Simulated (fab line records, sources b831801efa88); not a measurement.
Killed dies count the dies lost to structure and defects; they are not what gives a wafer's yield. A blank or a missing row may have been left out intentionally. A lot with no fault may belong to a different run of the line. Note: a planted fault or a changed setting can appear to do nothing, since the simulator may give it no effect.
Which tool did it? / flow gf180mcu / 6 lots, 18 wafers sampled, at 3 steps of a route of 602

== WHAT THE GAUGES READ, wafer by wafer ==
GF_CONTACT_CD_MEAS_14: target cd 220 nm.
lot=L216; measured=day 16 09:01; on=cd-sem-01; cd-nm (nm)=218.7 220.6 218.4
lot=L218; measured=day 16 23:02; on=cd-sem-01; cd-nm (nm)=220.5 218.9 219.5
lot=L221; measured=day 18 08:04; on=cd-sem-02; cd-nm (nm)=220.6 220.6 219.9
lot=L233; measured=day 22 12:16; on=cd-sem-01; cd-nm (nm)=221.2 221.7 223.1
lot=L235; measured=day 23 09:53; on=cd-sem-01; cd-nm (nm)=221.1 222.0 221.9
lot=L237; measured=day 23 20:28; on=cd-sem-02; cd-nm (nm)=218.9 219.3 219.2

== WHICH TOOL RAN EACH LOT (tool, then ch and the chambers of the sampled wafers, then the start) ==
lot=L216; GF_SALICIDE_RTA_06=rtp-anneal-02 ch 0, day 15 10:07; GF_CONTACT_EXPOSE_11=krf-scanner-01 ch 0, day 15 22:31
lot=L218; GF_SALICIDE_RTA_06=rtp-anneal-02 ch 0, day 15 23:53; GF_CONTACT_EXPOSE_11=krf-scanner-02 ch 0, day 16 11:41
lot=L221; GF_SALICIDE_RTA_06=rtp-anneal-01 ch 0, day 17 07:35; GF_CONTACT_EXPOSE_11=krf-scanner-02 ch 0, day 17 20:16
lot=L233; GF_SALICIDE_RTA_06=rtp-anneal-01 ch 0, day 21 11:38; GF_CONTACT_EXPOSE_11=krf-scanner-02 ch 0, day 22 00:27
lot=L235; GF_SALICIDE_RTA_06=rtp-anneal-01 ch 0, day 22 09:16; GF_CONTACT_EXPOSE_11=krf-scanner-02 ch 0, day 22 21:53
lot=L237; GF_SALICIDE_RTA_06=rtp-anneal-02 ch 0, day 22 19:59; GF_CONTACT_EXPOSE_11=krf-scanner-02 ch 0, day 23 09:06
- GF_SALICIDE_RTA_06: time 30 s.
- GF_CONTACT_EXPOSE_11: exposes mask Contact, target cd 220 nm.

== THE ANSWER, worked out from the rows above alone ==
Rule: the usual values come from the lots themselves. The widest of any qualifying gaps counts: lots, ordered by their means at a reading, are off when they make up no more than a third of the lots, leave a main group of 4 or more, and stand apart from it by 3 or more times the standard deviation of that group's means. If all means in a main group match to the digits the tables above print for the reading, that group is not used. Also off: a lot with no number at a reading for which 4 or more lots have one. All remaining lots with rows at the step are treated as sound.
No lot is off at any reading shown: from this, nothing can be told.

== WHAT THE SIMULATOR HAD PUT IN ==
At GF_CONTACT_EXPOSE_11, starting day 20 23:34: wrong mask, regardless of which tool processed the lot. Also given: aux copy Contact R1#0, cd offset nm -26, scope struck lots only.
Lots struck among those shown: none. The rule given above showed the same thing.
